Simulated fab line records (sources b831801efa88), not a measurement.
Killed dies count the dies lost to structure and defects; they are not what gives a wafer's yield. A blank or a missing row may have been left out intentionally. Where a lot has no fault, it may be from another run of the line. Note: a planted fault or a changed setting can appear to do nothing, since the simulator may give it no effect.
Comparing a struck lot with a sound one ; flow gf180mcu ; 14 steps out of a route of 602
Sound: the wafers L242.2, L242.4, L242.5. Wafers L236.2, L236.3, L236.5 were the ones struck. At the end, the cause is stated.
Each step with rows lists, per side, the tool, then ch with its chambers, then its first start. Under that, the readings that differ: sound wafers ; struck wafers ; difference of the means ; sigmas: that difference in standard deviations of wafers without a fault.
alike: same words and numbers on both sides, and readings whose means sit less than 2 such deviations apart. not compared: any withheld reading, any reading some wafer has no value for, any bound like >300 that may hide the same value, and any number with overlapping values for which the record gives no deviation.
A row with sigmas, a row that says differs or no value, or rows on one side alone: a step with any of these is where the two part. Numbers that don't overlap but have no deviation are shown without sigmas and don't part them. Lack of a reading on every wafer of one side parts them only where that side has two or more wafers.

GF_M2_SPUTTER_01: material TiN, target thk 30 nm, time 25 s.
  sound on pvdSputter-03, day 25 14:09; struck on pvdSputter-02, day 23 19:35
  alike: throttleValvePct
GF_M2_SPUTTER_02: material AlCu, target thk 450 nm, time 23.9 s.
  sound on pvdSputter-03, day 25 14:11; struck on pvdSputter-02, day 23 19:37
  alike: throttleValvePct
GF_M2_SPUTTER_03: material Ti, target thk 10 nm, time 6.7 s.
  sound on pvdSputter-03, day 25 14:13; struck on pvdSputter-02, day 23 19:38
  alike: throttleValvePct
GF_M2_SPUTTER_04: material TiN, target thk 50 nm, time 41.7 s.
  sound on pvdSputter-03, day 25 14:14; struck on pvdSputter-02, day 23 19:40
  alike: throttleValvePct
GF_M2_RS_MEAS_05: a four-point-probe measurement.
  sound on filmMetro-02, day 25 14:17; struck on filmMetro-02, day 23 19:43
  alike: M2_ALCU_RS
GF_M2_THK_MEAS_06: measures by xrf.
  sound on filmMetro-02, day 25 14:24; struck on filmMetro-02, day 23 19:50
  alike: M2_ALCU_THK
then, 6 steps without rows for these wafers: GF_M2_DEHYDRATE_07 (time 60 s); GF_M2_HMDS_08 (prime time 60 s); GF_M2_COAT_09 (resist thk 1000 nm); GF_M2_SOFTBAKE_10 (time 60 s); GF_M2_EXPOSE_11 (exposes mask Metal2, target cd 280 nm); GF_M2_PEB_12 (peb time 90 s).
GF_M2_DEVELOP_13: develop time 60 s.
  struck on lithoTrack-01, day 24 17:38; sound on lithoTrack-01 ch 0, day 26 09:41
  no value came back on the struck wafers for chillPlateTempC (C), developTimeS (s), developerTempC (C); on the sound wafers chillPlateTempC (C) reads 23.04 23.15 23.03
reading;sound;struck;difference;sigmas
model.KrF_of_M2_COAT_09.thkNm (nm);983.5 984.7 986.9;1003 1005 1006;+20;
GF_M2_CD_MEAS_14: the cd target is 280 nm.
  sound on cdSem-01, day 26 09:55; struck on cdSem-01, day 24 17:47
reading;sound;struck;difference;sigmas
cdNm (nm);279.2 280.4 279.6;- - -;no value on the struck wafers;

WHERE THEY PART
Earliest at GF_M2_DEVELOP_13; latest, in this record, at GF_M2_CD_MEAS_14.

WHY: whatever the simulator had introduced
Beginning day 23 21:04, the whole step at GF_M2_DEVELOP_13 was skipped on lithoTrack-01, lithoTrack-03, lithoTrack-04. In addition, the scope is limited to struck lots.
